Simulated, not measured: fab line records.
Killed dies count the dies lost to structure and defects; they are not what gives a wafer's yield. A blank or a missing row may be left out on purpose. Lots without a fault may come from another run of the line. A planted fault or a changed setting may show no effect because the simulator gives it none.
A struck lot beside a sound one / flow gf180mcu / 14 out of 602 route steps
Sound: wafers L170.1, L170.3, L170.4. Wafers L175.1, L175.2, L175.5 were the ones struck. At the end, the cause is stated.
At each step with rows: each side's tool, then ch and its chambers, then its first start. Under that, the readings that differ: sound wafers / struck wafers / difference of the means / sigmas: that difference in standard deviations of wafers without a fault.
alike: words and numbers the same on both sides, and readings whose means are apart by under 2 such deviations; not compared: readings that were withheld, readings missing a value for some wafer, numbers with overlapping values and no deviation given by the record, and bounds like >300 which may hide the same value.
The two part at a step that has a row with sigmas, a row that says differs or no value, or rows on one side only. When numbers do not overlap yet have no deviation, they are printed without sigmas and do not part them. Lack of a reading on every wafer of one side parts them only where that side has two or more wafers.

first, 3 steps without rows for these wafers: GF_V3_EXPOSE_11 (exposes mask Via3, target cd 260 nm); GF_V3_PEB_12 (peb time 90 s); GF_V3_DEVELOP_13 (develop time 60 s).
GF_V3_CD_MEAS_14: the cd target is 260 nm.
  struck on cd-sem-02, day 25 20:21; sound on cd-sem-01, day 23 18:04
  alike: cd-nm
GF_V3_OVL_MEAS_15:
  struck on overlay-01, day 25 20:28; sound on overlay-02, day 23 18:11
reading=V3_OVL (nm); sound=6 5 8; struck=-7 -15 -7; difference=-16; sigmas=-2
GF_V3_ETCH_16: etches BARC in N2/H2.
  sound on rie-diel-03 ch 1,2,3, day 23 18:13; struck on rie-diel-03 ch 1,2, day 25 20:30
  alike: drypump-motor-current-A, oes-product-au, throttle-valve-pct
GF_V3_ETCH_17: etches SiO2 in C4F8/O2/Ar, stops on TiN, target depth 635 nm.
  sound on rie-diel-03 ch 1,2,3; struck on rie-diel-03 ch 1,2
  alike: oes-product-au
GF_V3_STRIP_18: strips in O2/N2.
  sound on plasma-asher-01 ch 0,1, day 23 18:21; struck on plasma-asher-03 ch 0,1, day 25 20:38
  alike: drypump-motor-current-A, heater-power-w, oes-product-au
  not compared: rf-hours-counter-h
then, 2 steps without rows for these wafers: GF_V3_STRIP_19 (strips in post etch residue remover, time 1200 s); GF_V3_CLEAN_20 (cleans in DIW).
GF_V3_SPUTTER_21: material Ti, target thk 15 nm, time 80.02 s.
  struck on pvd-sputter-02, day 25 21:10; sound on pvd-sputter-02, day 23 18:53
  alike: throttle-valve-pct
GF_V3_SPUTTER_22: material TiN, target thk 10 nm, time 40 s.
  struck on pvd-sputter-02, day 25 21:14; sound on pvd-sputter-02, day 23 18:57
  alike: throttle-valve-pct
GF_V3_CVD_23: deposits W, target thk 350 nm, time 104.9 s.
  sound on cvd-w-02 ch 0,1, day 23 18:59; struck on cvd-w-02 ch 0,1, day 25 21:16
reading=chamber-pressure-Torr (Torr); sound=39.89 39.94 40.09; struck=38.85 38.72 38.87; difference=-1.16; sigmas=-13
reading=model.W_of_V3_CVD_23.thk-nm (nm); sound=336.1 330.8 332.7; struck=324.3 320.2 318.9; difference=-12.1; sigmas=
  alike: heater-power-w
  not compared: since-wet-clean-h
GF_V3_RS_MEAS_24: measurement is done with a four-point probe.
  struck on film-metro-04, day 25 21:23; sound on film-metro-01, day 23 19:06
reading=V3_W_RS (ohm/sq); sound=0.341 0.347 0.345; struck=0.353 0.358 0.359; difference=+0.012; sigmas=+4

## WHERE THEY PART
At GF_V3_OVL_MEAS_15 first; at GF_V3_RS_MEAS_24 last (within this record only).

WHY: the cause the simulator had injected
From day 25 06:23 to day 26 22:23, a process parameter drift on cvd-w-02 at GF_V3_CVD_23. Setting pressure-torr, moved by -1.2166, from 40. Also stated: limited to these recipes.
